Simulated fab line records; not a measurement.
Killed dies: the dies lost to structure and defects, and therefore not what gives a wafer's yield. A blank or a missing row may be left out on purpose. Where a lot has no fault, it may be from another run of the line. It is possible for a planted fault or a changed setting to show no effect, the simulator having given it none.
Chamber matching + flow gf180mcu + cmp-02 running GF_V4_CMP_26: 4 sister chambers
The step polishes, stops on SiO2, t overpolish 15 s, target thk 0 nm. 8 wafers are shown with their chamber, then 12 later ones without.

## EACH WAFER AND ITS CHAMBER
| wafer  | chamber | motor current A (A) | time to endpoint s (s) |
|--------|---------|---------------------|------------------------|
| L088.2 | 0       | 11.4                | 81                     |
| L088.5 | 2       | 10.9                | 85                     |
| L090.1 | 2       | 11.3                | 89                     |
| L090.2 | 3       | 10.4                | 78                     |
| L090.3 | 1       | 12.8                | 90                     |
| L091.1 | 1       | 12.5                | 95                     |
| L091.2 | 3       | 9.9                 | 83                     |
| L091.6 | 0       | 12.0                | 80                     |

## WAFERS WITH NO CHAMBER GIVEN
| wafer  | motor current A (A) | time to endpoint s (s) |
|--------|---------------------|------------------------|
| L092.3 | 10.8                | 83                     |
| L092.4 | 10.7                | 92                     |
| L092.6 | 9.6                 | 86                     |
| L094.2 | 10.5                | 86                     |
| L094.3 | 13.4                | 88                     |
| L094.5 | 10.5                | 92                     |
| L096.1 | 9.6                 | 85                     |
| L096.4 | 13.2                | 89                     |
| L096.6 | 10.3                | 84                     |
| L096.2 | 11.1                | 90                     |
| L096.3 | 12.6                | 81                     |
| L096.5 | 12.2                | 85                     |

## EACH ONE'S CHAMBER
| wafer  | from the rows above          | in truth |
|--------|------------------------------|----------|
| L092.3 | can't be placed: 2 or 3 or 0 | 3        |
| L092.4 | 2                            | 2        |
| L092.6 | 3                            | 3        |
| L094.2 | can't be placed: 2 or 3      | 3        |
| L094.3 | 1                            | 1        |
| L094.5 | can't be placed: 2 or 3      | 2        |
| L096.1 | 3                            | 3        |
| L096.4 | 1                            | 1        |
| L096.6 | can't be placed: 3 or 2      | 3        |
| L096.2 | 2                            | 2        |
| L096.3 | can't be placed: 0 or 1      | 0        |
| L096.5 | can't be placed: 0 or 1 or 2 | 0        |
Placed correctly: 6 of 12. Unplaceable from these rows: 6, with the true chamber sitting among the candidates in 6. Wrongly placed: 0.
How it was worked out, from the rows above alone: a wafer's distance from a chamber is the root of the sum, over the readings, of the square of ((its reading less the chamber's mean) divided by the reading's scatter). If the next closest chamber is less than 2 further off than the closest, the wafer can't be placed; otherwise it belongs to the closest. For every chamber, the mean is computed from those of its wafers that are shown. The scatter: take each reading less its chamber's mean, square it, sum over the shown wafers, divide by the number of wafers less the number of chambers, and take the root.
